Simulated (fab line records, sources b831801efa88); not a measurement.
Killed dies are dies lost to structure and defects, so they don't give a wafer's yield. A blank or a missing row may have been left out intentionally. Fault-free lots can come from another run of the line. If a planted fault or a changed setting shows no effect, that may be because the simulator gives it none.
fab line records    flow sky130
record: lots: 11  wafers: 33  last_day: 50
route steps=708 shown VIA3@589 METAL4@602 METAL5@664 PAD_OPEN@708
lots that met no fault: taken from a fault-free run of the same line
start_h: the number of hours between the record's first day and the start of the first shown wafer of the lot    wait_h: hours since the lot's step before    " the same as in the row above    L1.1+2: several wafers, shown together as one row    - no value, or no start given    * or withheld: withheld    < > ~ a bound
route shown NAME@n: NAME is a module with steps in the file, n the number in the route of the first one    usual: mean and standard deviation over wafers with no fault    same: alike in all rows    chamber/n: place in a boat    sites: the reading at each site    _std_site: their standard deviation    _edge_site: mean of outer sites minus mean of inner sites    radius_mm: how far each site lies from the wafer's centre    mask NAME#n: copy n    behind: the most recent tool/chamber to have shaped the wafer    hold: what put the lot on hold/how long, in hours/how the hold closed    device: whichever transistor did not switch (one of n, p or np)    end of line: the tests these same wafers got at the end of their route    a step without rows: its recipe alone    killed: the dies lost at the first sort to structure and to defects; this is not the yield of the wafer    map: dies across one wafer; x = killed, . = not, _ = none there
set.NAME: the setting as run; set.NAME@STEP: as run at that earlier step    model.NAME: the simulator's own value behind a step, which no gauge read
steps of the route over a sample of lots; a table a step, a row a wafer
services: when a tool's chamber went out of use (start_h, in hours from the record's first day, below 0 if earlier), for how many hours, and the reason
== steps ==
step: SKY_VIA3_STRIP_16
recipe: chemistry: O2/N2  power_w: 1400  pressure_mtorr: 1500  platen_temp_c: withheld  o2_flow_sccm: 3000  n2_flow_sccm: 300  overash_fraction: 0.5
usual: drypump_motor_current_A: 5.8/0.51  oes_product_au: 0.403/0.0049  strip_time_to_endpoint_s: 4.14/0.033
lot.wafer  tool             chamber  start_h  wait_h  drypump_motor_current_A  oes_product_au  rf_hours_counter_h  strip_time_to_endpoint_s
L647.2     plasma_asher-01  0        916.28   0.0     5.8                      0.399           84                  4.09
L647.3     "                0        "        "       5.8                      0.404           -                   4.11
L647.4     "                1        "        "       4.9                      0.402           -                   4.12
L649.3     plasma_asher-04  1        940.10   0.1     6.3                      0.398           -                   4.18
L649.5     "                0        "        "       5.8                      0.411           -                   4.17
L649.6     "                1        "        "       6.3                      0.398           -                   4.19
L651.2     plasma_asher-03  1        957.68   0.0     6.2                      0.405           23                  4.18
L651.3     "                0        "        "       6.2                      0.402           -                   4.12
L651.5     "                1        "        "       6.2                      0.407           -                   4.15
L652.1     plasma_asher-01  0        961.27   0.0     5.8                      0.400           88                  4.13
L652.5     "                0        "        "       5.8                      0.399           -                   4.07
L652.6     "                1        "        "       4.9                      0.413           -                   4.18
L655.1     plasma_asher-04  0        982.27   0.0     5.8                      0.398           107                 4.13
L655.4     "                0        "        "       5.8                      0.408           -                   4.11
L655.6     "                1        "        "       6.4                      0.402           -                   4.11
L658.1     plasma_asher-03  1        1004.98  0.0     6.2                      0.410           26                  4.19
L658.3     "                1        "        "       6.2                      0.414           -                   4.15
L658.4     "                0        "        "       6.2                      0.401           -                   4.18
L659.2     plasma_asher-01  1        1015.72  0.0     4.9                      0.402           95                  4.15
L659.3     "                1        "        "       4.9                      0.397           -                   4.16
L659.5     "                0        "        "       5.8                      0.404           -                   4.15
L660.3     plasma_asher-01  1        1018.50  0.1     4.9                      0.405           -                   4.10
L660.4     "                0        "        "       5.8                      0.404           -                   4.14
L660.6     "                1        "        "       4.9                      0.398           -                   4.12
L662.2     plasma_asher-04  0        1037.53  0.0     5.8                      0.399           112                 4.13
L662.5     "                1        "        "       6.3                      0.407           -                   4.13
L662.6     "                0        "        "       5.8                      0.401           -                   4.11
L669.3     plasma_asher-01  0        1077.35  0.1     5.8                      0.400           -                   4.15
L669.4     "                1        "        "       4.9                      0.407           -                   4.12
L669.5     "                1        "        "       4.9                      0.408           -                   4.15
L670.2     plasma_asher-01  1        1080.02  0.0     4.9                      0.405           101                 4.15
L670.3     "                0        "        "       5.8                      0.403           -                   4.12
L670.4     "                1        "        "       4.9                      0.407           -                   4.17
step: SKY_METAL4_SPUTTER_04
recipe: material: TiN  target_thk_nm: 70  power_w: 6500  time_s: 58.3  chamber_pressure_pa: 0.4
usual: cathode_dc_power_W: 6499.8/1.1  chamber_pressure_pa: 0.4000/0.00072  throttle_valve_pct: 29.9/0.83
lot.wafer  tool            chamber  start_h  wait_h  cathode_dc_power_W  chamber_pressure_pa  throttle_valve_pct
L647.2     pvd_sputter-01  -        917.64   0.0     6501.8              0.3998               30.8
L647.3     "               -        "        "       6500.6              0.4007               29.4
L647.4     "               -        "        "       6498.5              0.4002               29.5
L649.3     pvd_sputter-01  -        941.47   0.0     6501.0              0.4005               28.8
L649.5     "               -        "        "       6501.3              0.4005               29.2
L649.6     "               -        "        "       6501.6              0.3994               28.4
L651.2     pvd_sputter-02  -        959.05   0.0     6500.1              0.4006               30.9
L651.3     "               -        "        "       6500.0              0.3999               30.8
L651.5     "               -        "        "       6500.0              0.3993               29.0
L652.1     pvd_sputter-02  -        962.67   0.0     6499.9              0.3999               30.6
L652.5     "               -        "        "       6499.9              0.4005               29.7
L652.6     "               -        "        "       6500.2              0.3987               31.1
L655.1     pvd_sputter-03  -        983.63   0.0     6500.7              0.4003               29.0
L655.4     "               -        "        "       6499.3              0.4001               31.0
L655.6     "               -        "        "       6499.4              0.3999               30.8
L658.1     pvd_sputter-02  -        1006.35  0.0     6499.1              0.4000               30.5
L658.3     "               -        "        "       6499.8              0.4001               30.0
L658.4     "               -        "        "       6499.7              0.4000               29.1
L659.2     pvd_sputter-02  -        1017.22  0.0     6499.9              0.3993               28.8
L659.3     "               -        "        "       6499.8              0.4000               29.6
L659.5     "               -        "        "       6499.5              0.4002               29.0
L660.3     pvd_sputter-02  -        1019.85  0.0     6501.0              0.4007               29.6
L660.4     "               -        "        "       6500.9              0.4007               31.1
L660.6     "               -        "        "       6500.7              0.4011               29.6
L662.2     pvd_sputter-01  -        1038.89  0.0     6498.9              0.4001               29.3
L662.5     "               -        "        "       6500.2              0.3994               29.4
L662.6     "               -        "        "       6499.6              0.4007               28.7
L669.3     pvd_sputter-02  -        1078.68  0.0     6498.7              0.4001               29.4
L669.4     "               -        "        "       6498.2              0.4013               30.8
L669.5     "               -        "        "       6501.0              0.4006               28.8
L670.2     pvd_sputter-01  -        1081.38  0.0     6500.8              0.4004               29.5
L670.3     "               -        "        "       6500.4              0.3998               29.2
L670.4     "               -        "        "       6500.2              0.3998               28.3
step: SKY_METAL4_ETCH_16
recipe: chemistry: N2/H2  target: BARC  ion_energy_ev: 200  bias_w: 100  pressure_mtorr: 30  n2_flow_sccm: 100  h2_flow_sccm: 200  icp_w: 500  stop_on: SiO2  time_s: 91.81  target_depth_a: 600
usual: drypump_motor_current_A: 5.6/0.35  oes_product_au: 0.624/0.0042  throttle_valve_pct: 13.205/0.0094
lot.wafer  tool          chamber  start_h  wait_h  drypump_motor_current_A  oes_product_au  rf_hours_counter_h  throttle_valve_pct
L647.2     rie_metal-01  1        968.50   0.0     5.1                      0.631           16                  13.203
L647.3     "             0        "        "       6.1                      0.629           -                   13.191
L647.4     "             1        "        "       5.1                      0.628           -                   13.216
L649.3     rie_metal-03  1        990.28   0.0     5.8                      0.628           -                   13.215
L649.5     "             1        "        "       5.8                      0.625           -                   13.201
L649.6     "             0        "        "       5.6                      0.628           -                   13.204
L651.2     rie_metal-01  1        1006.60  0.0     5.2                      0.621           19                  13.205
L651.3     "             0        "        "       6.0                      0.631           -                   13.213
L651.5     "             1        "        "       5.2                      0.623           -                   13.200
L652.1     rie_metal-03  1        1010.00  0.0     5.8                      0.625           15                  13.192
L652.5     "             0        "        "       5.5                      0.620           -                   13.206
L652.6     "             1        "        "       5.8                      0.623           -                   13.219
L655.1     rie_metal-04  1        1031.05  0.0     5.2                      0.617           8                   13.201
L655.4     "             0        "        "       5.8                      0.627           -                   13.205
L655.6     "             1        "        "       5.2                      0.616           -                   13.214
L658.1     rie_metal-04  1        1052.25  0.0     5.2                      0.625           9                   13.200
L658.3     "             0        "        "       5.8                      0.624           -                   13.218
L658.4     "             1        "        "       5.2                      0.623           -                   13.222
L659.2     rie_metal-04  1        1060.97  0.0     5.2                      0.626           10                  13.198
L659.3     "             0        "        "       5.8                      0.627           -                   13.204
L659.5     "             0        "        "       5.8                      0.631           -                   13.218
L660.3     rie_metal-04  0        1065.58  0.0     5.8                      0.621           -                   13.209
L660.4     "             1        "        "       5.2                      0.615           -                   13.206
L660.6     "             0        "        "       5.8                      0.626           -                   13.193
L662.2     rie_metal-01  0        1083.45  0.0     6.0                      0.631           20                  13.186
L662.5     "             1        "        "       5.1                      0.626           -                   13.191
L662.6     "             0        "        "       6.0                      0.621           -                   13.212
L669.3     rie_metal-04  1        1119.88  0.0     5.2                      0.627           -                   13.207
L669.4     "             0        "        "       5.8                      0.628           -                   13.217
L669.5     "             0        "        "       5.8                      0.617           -                   13.222
L670.2     rie_metal-04  1        1121.92  0.0     5.2                      0.631           14                  13.191
L670.3     "             1        "        "       5.2                      0.628           -                   13.201
L670.4     "             0        "        "       5.8                      0.625           -                   13.200
step: SKY_METAL5_SPUTTER_03
recipe: material: Ti  target_thk_nm: 5  power_w: 3000  time_s: 3.19  chamber_pressure_pa: 0.4
usual: cathode_dc_power_W: 3000.0/0.51  chamber_pressure_pa: 0.4001/0.0007  throttle_valve_pct: 30.0/1.2
lot.wafer  tool            chamber  start_h  wait_h  cathode_dc_power_W  chamber_pressure_pa  throttle_valve_pct
L647.2     pvd_sputter-04  -        995.05   0.0     2999.4              0.3990               28.1
L647.3     "               -        "        "       2999.1              0.3997               32.3
L647.4     "               -        "        "       3000.4              0.4009               29.2
L649.3     pvd_sputter-01  -        1016.43  0.0     2999.8              0.4003               30.3
L649.5     "               -        "        "       2999.7              0.4001               29.4
L649.6     "               -        "        "       2999.7              0.4007               28.5
L651.2     pvd_sputter-03  -        1032.76  0.0     3000.4              0.3998               31.0
L651.3     "               -        "        "       2999.2              0.3999               30.6
L651.5     "               -        "        "       2998.8              0.3997               30.6
L652.1     pvd_sputter-04  -        1035.52  0.0     3000.0              0.4007               29.4
L652.5     "               -        "        "       3000.0              0.4000               29.8
L652.6     "               -        "        "       3000.1              0.4000               28.2
L655.1     pvd_sputter-03  -        1056.67  0.0     2999.7              0.4003               30.9
L655.4     "               -        "        "       3000.3              0.4010               30.8
L655.6     "               -        "        "       3000.5              0.4004               30.9
L658.1     pvd_sputter-04  -        1076.61  0.0     -                   -                    -
L658.3     "               -        "        "       -                   -                    -
L658.4     "               -        "        "       -                   -                    -
L659.2     pvd_sputter-03  -        1084.75  0.0     -                   -                    -
L659.3     "               -        "        "       -                   -                    -
L659.5     "               -        "        "       -                   -                    -
L660.3     pvd_sputter-03  -        1089.01  0.0     3000.4              0.4011               29.0
L660.4     "               -        "        "       2999.6              0.4004               31.0
L660.6     "               -        "        "       2999.9              0.3995               30.5
L662.2     pvd_sputter-04  -        1105.89  0.0     2999.5              0.4003               32.1
L662.5     "               -        "        "       3000.2              0.4003               32.1
L662.6     "               -        "        "       3000.5              0.3998               29.4
L669.3     pvd_sputter-03  -        1141.05  0.0     3000.4              0.3991               31.0
L669.4     "               -        "        "       3000.5              0.4009               29.1
L669.5     "               -        "        "       3000.3              0.4007               28.9
L670.2     pvd_sputter-03  -        1143.70  0.0     3000.3              0.3997               31.0
L670.3     "               -        "        "       2999.9              0.4005               28.9
L670.4     "               -        "        "       2999.6              0.4008               30.6
step: SKY_PAD_OPEN_PROBE_99
usual: defect_limited_yield: 82.9/2  killed_at_M0_to_M3: 43/7  killed_at_M4_up: 3.0/1.9  killed_at_contacts: 24/4.6  killed_at_front_end: 15/4.1  killed_at_other: 0.3/0.52  killed_dies: 84/9.7  killed_open: 46/6.9  killed_short: 38/6.8  sort_bin_3_pad_short: 0.8/0.41  sort_bin_5_function: 10.2/1.5  sort_bin_6_memory: 6.1/1.1  sort_n_pass: 408/9.7  sort_yield_pct: 82.9/2
same: gross_dies: 492  killed_at_back_side: 0  sort_bin_4_leakage[%]: 0  sort_bin_8_speed[%]: 0
lot.wafer  tool       chamber  start_h  wait_h  defect_limited_yield[%]  killed_at_M0_to_M3  killed_at_M4_up  killed_at_contacts  killed_at_front_end  killed_at_other  killed_dies  killed_open  killed_short  sort_bin_3_pad_short[%]  sort_bin_5_function[%]  sort_bin_6_memory[%]  sort_n_pass  sort_yield_pct[%]
L659.2     prober-02  -        1145.73  0.1     81.3                     43                  2                30                  17                   0                92           47           45            1.2                      12.0                    5.5                   400          81.3
L659.3     prober-02  -        1145.78  0.2     78.7                     55                  6                26                  17                   1                105          47           55            0.8                      11.2                    9.3                   387          78.7
L659.5     prober-02  -        1145.88  0.2     83.3                     41                  3                25                  12                   1                82           44           36            0.8                      10.8                    5.1                   410          83.3
L660.3     prober-01  -        1151.03  0.2     82.9                     47                  5                15                  16                   1                84           43           38            1.8                      10.0                    5.3                   408          82.9
L660.4     prober-01  -        1151.08  0.2     85.2                     43                  4                13                  13                   0                73           45           27            1.0                      8.5                     5.3                   419          85.2
L660.6     prober-01  -        1151.18  0.2     86.2                     33                  0                19                  16                   0                68           39           28            0.8                      8.7                     4.3                   424          86.2
killed by level:class
L659.2 LI_CONTACT:geometric_particle:open=9 CONTACT:geometric_particle:open=9 FIELD_ISO:geometric_particle:open=7 LOCAL_INTERCONNECT:geometric_particle:short=7 VIA1:geometric_particle:short=7 METAL2:geometric_particle:short=7 VIA2:geometric_particle:open=6 METAL1:geometric_particle:short=6
L659.3 VIA1:geometric_particle:open=15 METAL1:geometric_particle:short=9 CONTACT:geometric_particle:open=7 VIA1:geometric_particle:short=7 METAL2:geometric_particle:short=7 LI_CONTACT:geometric_particle:open=5 LI_CONTACT:geometric_particle:short=5 VIA3:geometric_particle:open=5
L659.5 CONTACT:geometric_particle:open=9 VIA1:geometric_particle:open=9 LI_CONTACT:geometric_particle:open=6 LOCAL_INTERCONNECT:geometric_particle:short=5 METAL1:geometric_particle:short=5 VIA2:geometric_particle:open=5 POLY_GATE:geometric_particle:open=4 CONTACT:geometric_particle:short=4
L660.3 VIA1:geometric_particle:open=11 VIA2:geometric_particle:open=11 METAL2:geometric_particle:short=10 FIELD_ISO:geometric_particle:open=5 CONTACT:geometric_particle:short=5 VIA1:geometric_particle:short=4 VIA3:geometric_particle:short=4 VIA3:geometric_particle:open=4
L660.4 VIA1:geometric_particle:open=14 CONTACT:geometric_particle:open=6 METAL1:geometric_particle:short=5 FIELD_ISO:geometric_particle:open=4 METAL1:geometric_particle:open=4 METAL2:geometric_particle:open=4 METAL2:geometric_particle:short=4 VIA2:geometric_particle:short=4
L660.6 VIA1:geometric_particle:open=8 LI_CONTACT:geometric_particle:open=6 CONTACT:geometric_particle:open=5 CONTACT:geometric_particle:short=5 VIA2:geometric_particle:open=5 VIA3:geometric_particle:open=5 POLY_GATE:geometric_particle:short=4 FIELD_ISO:geometric_particle:short=3
== services ==
tool             chamber  start_h  hours  kind
pvd_sputter-01   -        900.60   3.3    repair
rie_metal-04     -        908.11   0.5    repair
rie_metal-03     -        929.48   2.8    pm
pvd_sputter-02   -        937.96   15.0   repair
plasma_asher-04  -        957.43   5.1    repair
rie_metal-04     0        960.89   -      clean
rie_metal-04     0        960.89   22.9   scheduled_down
rie_metal-04     0        960.89   22.9   vent_cycle
rie_metal-03     1        971.58   15.1   repair
rie_metal-04     -        975.46   55.4   repair
pvd_sputter-03   -        987.66   2.1    repair
plasma_asher-03  -        987.77   14.6   pm
plasma_asher-01  -        1027.94  0.9    repair
pvd_sputter-01   -        1051.26  1.4    repair
plasma_asher-04  -        1055.27  9.0    pm
plasma_asher-04  0        1055.27  9.0    vent_cycle
pvd_sputter-03   -        1060.25  1.5    repair
pvd_sputter-01   -        1065.12  0.6    repair
plasma_asher-01  -        1073.74  2.8    pm
pvd_sputter-02   -        1085.94  2.8    repair
pvd_sputter-01   -        1098.69  19.3   repair
pvd_sputter-01   -        1105.68  0.9    repair
pvd_sputter-03   -        1128.99  1.2    repair
pvd_sputter-01   -        1139.53  6.9    repair
== key ==
first_sign: step: SKY_METAL5_SPUTTER_03  reading: tool_record  direction: missing
effect none on later readings
met_at SKY_METAL5_SPUTTER_03
struck_lots L658,L659
not_acting_at SKY_VIA3_STRIP_16,SKY_METAL4_SPUTTER_04,SKY_METAL4_ETCH_16
onset_between 1056.67 1076.61
fault: kind: skipped_step_whole  tool: pvd_sputter-03,pvd_sputter-04  chamber: -  onset_h: 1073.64  steps: SKY_METAL5_SPUTTER_03  scope: struck_lots_only
